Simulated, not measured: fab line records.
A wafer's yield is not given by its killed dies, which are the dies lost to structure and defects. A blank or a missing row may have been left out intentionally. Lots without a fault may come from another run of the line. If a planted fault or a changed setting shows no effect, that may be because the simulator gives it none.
Which tool did it? + flow sky130 + 36 wafers from 12 lots sampled at 3 of the route's 708 steps

## WHAT THE GAUGES READ, wafer by wafer
SKY_VT_ADJUST_LVTN_TW_MEAS_10. Usual: VT_ADJUST_LVTN_TW 243.4, standard deviation 2.7.
| lot  | measured     | on            | VT_ADJUST_LVTN_TW | flag |
|------|--------------|---------------|-------------------|------|
| L326 | day 7 03:58  | film metro-01 | 245.8 245.3 245.5 |      |
| L327 | day 7 05:47  | film metro-02 | 243.7 242.8 244.0 |      |
| L328 | day 7 09:56  | film metro-02 | 242.9 242.6 243.6 |      |
| L330 | day 8 01:41  | film metro-01 | 246.0 246.9 246.2 |      |
| L332 | day 8 12:04  | film metro-01 | 245.0 246.0 245.5 |      |
| L338 | day 10 01:41 | film metro-02 | 255.6 254.2 254.1 | OFF  |
| L339 | day 10 11:17 | film metro-01 | 256.8 256.0 256.6 | OFF  |
| L340 | day 10 16:23 | film metro-02 | 243.6 242.8 244.4 |      |
| L343 | day 11 11:44 | film metro-01 | 244.8 244.4 244.9 |      |
| L346 | day 12 13:32 | film metro-03 | 239.1 239.8 240.3 |      |
| L347 | day 12 16:19 | film metro-02 | 242.9 242.0 241.5 |      |
| L349 | day 14 06:32 | film metro-02 | 243.9 244.3 244.3 |      |

SKY_VIA1_THK_MEAS_23: measures by xrf. Usual: VIA1_W_THK 267 nm, standard deviation 3.6.
| lot  | measured     | on            | VIA1_W_THK (nm) | flag |
|------|--------------|---------------|-----------------|------|
| L326 | day 34 15:39 | film metro-04 | 264 267 267     |      |
| L327 | day 34 17:57 | film metro-04 | 269 266 270     |      |
| L328 | day 34 18:17 | film metro-01 | 267 269 269     |      |
| L330 | day 35 07:52 | film metro-01 | 270 270 268     |      |
| L332 | day 35 21:07 | film metro-04 | 267 268 269     |      |
| L338 | day 37 17:40 | film metro-01 | 266 268 265     |      |
| L339 | day 38 08:09 | film metro-01 | 270 271 270     |      |
| L340 | day 38 08:40 | film metro-01 | 272 268 272     |      |
| L343 | day 39 05:08 | film metro-03 | 267 267 263     |      |
| L346 | day 40 11:23 | film metro-01 | 272 272 268     |      |
| L347 | day 41 00:49 | film metro-04 | 266 265 263     |      |
| L349 | day 41 18:04 | film metro-03 | 262 261 262     |      |

## TOOL THAT RAN EACH LOT (tool first, then ch and the chambers of the sampled wafers, then the start)
| lot  | SKY_VT_ADJUST_LVTN_IMPLANT_08   |
|------|---------------------------------|
| L326 | implanter-02 ch 0, day 7 03:43  |
| L327 | implanter-01 ch 0, day 7 05:33  |
| L328 | implanter-03 ch 0, day 7 09:41  |
| L330 | implanter-01 ch 0, day 8 01:28  |
| L332 | implanter-01 ch 0, day 8 11:49  |
| L338 | implanter-01 ch 0, day 10 01:28 |
| L339 | implanter-01 ch 0, day 10 11:03 |
| L340 | implanter-02 ch 0, day 10 16:10 |
| L343 | implanter-03 ch 0, day 11 11:29 |
| L346 | implanter-03 ch 0, day 12 13:19 |
| L347 | implanter-03 ch 0, day 12 16:04 |
| L349 | implanter-03 ch 0, day 14 06:19 |
- SKY_VT_ADJUST_LVTN_IMPLANT_08

## AS READ BY THE TOOLS THEMSELVES (means over the sampled wafers that have a number; for cases with no such wafer, the mark the record gives instead)
SKY_VT_ADJUST_LVTN_IMPLANT_08. Usual: dose ions cm2 1.57e+12, standard deviation 1.7e+09; end station pressure torr 4.99e-06 Torr, standard deviation 2.6e-07; faraday current uA 8.84, standard deviation 0.17.
| lot  | tool         | dose ions cm2 | end station pressure torr (Torr) | faraday current uA | flag |
|------|--------------|---------------|----------------------------------|--------------------|------|
| L326 | implanter-02 | 1.57e+12      | 5.29e-06                         | 8.67               |      |
| L327 | implanter-01 | 1.57e+12      | 4.76e-06                         | 8.76               |      |
| L328 | implanter-03 | 1.57e+12      | 5.07e-06                         | 8.84               |      |
| L330 | implanter-01 | 1.57e+12      | 4.85e-06                         | 8.89               |      |
| L332 | implanter-01 | 1.57e+12      | 5.03e-06                         | 8.76               |      |
| L338 | implanter-01 | 1.83e+12      | 4.86e-06                         | 10.22              | OFF  |
| L339 | implanter-01 | 1.84e+12      | 5.05e-06                         | 10.45              | OFF  |
| L340 | implanter-02 | 1.57e+12      | 5.05e-06                         | 8.98               |      |
| L343 | implanter-03 | 1.57e+12      | 4.90e-06                         | 8.82               |      |
| L346 | implanter-03 | 1.57e+12      | 5.10e-06                         | 8.79               |      |
| L347 | implanter-03 | 1.57e+12      | 4.99e-06                         | 8.93               |      |
| L349 | implanter-03 | 1.57e+12      | 4.91e-06                         | 8.95               |      |

## THE ANSWER, worked out from the rows above alone
Rule: a lot counts as off when the mean over its wafers that have a number is more than 3 standard deviations away from the usual mean. A lot without any number at a reading at which 4 lots or more have one is off too. Any other lot the step has rows for is counted as sound. Order of review: gauges by route order, followed by the tools' own readings, for which a lot's mean as printed above is used. At the first step where some lot is off, the reading lying furthest off is the one used; lots without a number count as furthest.
Off: at SKY_VT_ADJUST_LVTN_TW_MEAS_10 (VT_ADJUST_LVTN_TW), L338, L339.
If a tool, at a process step before that reading, ran all the lots that are off and no sound lot after the first of them, it fits. The gauges at SKY_VT_ADJUST_LVTN_TW_MEAS_10 aren't tried: what is off there is off at SKY_VT_ADJUST_LVTN_IMPLANT_08 too, on other tools, and a gauge's error can't cause that. One fits: implanter-01 at SKY_VT_ADJUST_LVTN_IMPLANT_08. A fault onset in the window from L332 (day 8 11:49, its last sound lot) to L338 (day 10 01:28, its first lot off) fits.
The tool's own readings at SKY_VT_ADJUST_LVTN_IMPLANT_08 bear it out: on the lots that are off they differ by more than 5 times the standard deviation of the sound lots' means. dose ions cm2 reads 1.84e+12 there against 1.57e+12 on the sound lots; faraday current uA reads 10.34 there against 8.84 on the sound lots.

## WHAT WAS PUT IN BY THE SIMULATOR
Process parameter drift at SKY_VT_ADJUST_LVTN_IMPLANT_08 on implanter-01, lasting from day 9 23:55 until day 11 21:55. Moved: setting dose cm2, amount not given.
Shown lots that were struck: L338, L339. The rule above found the same.
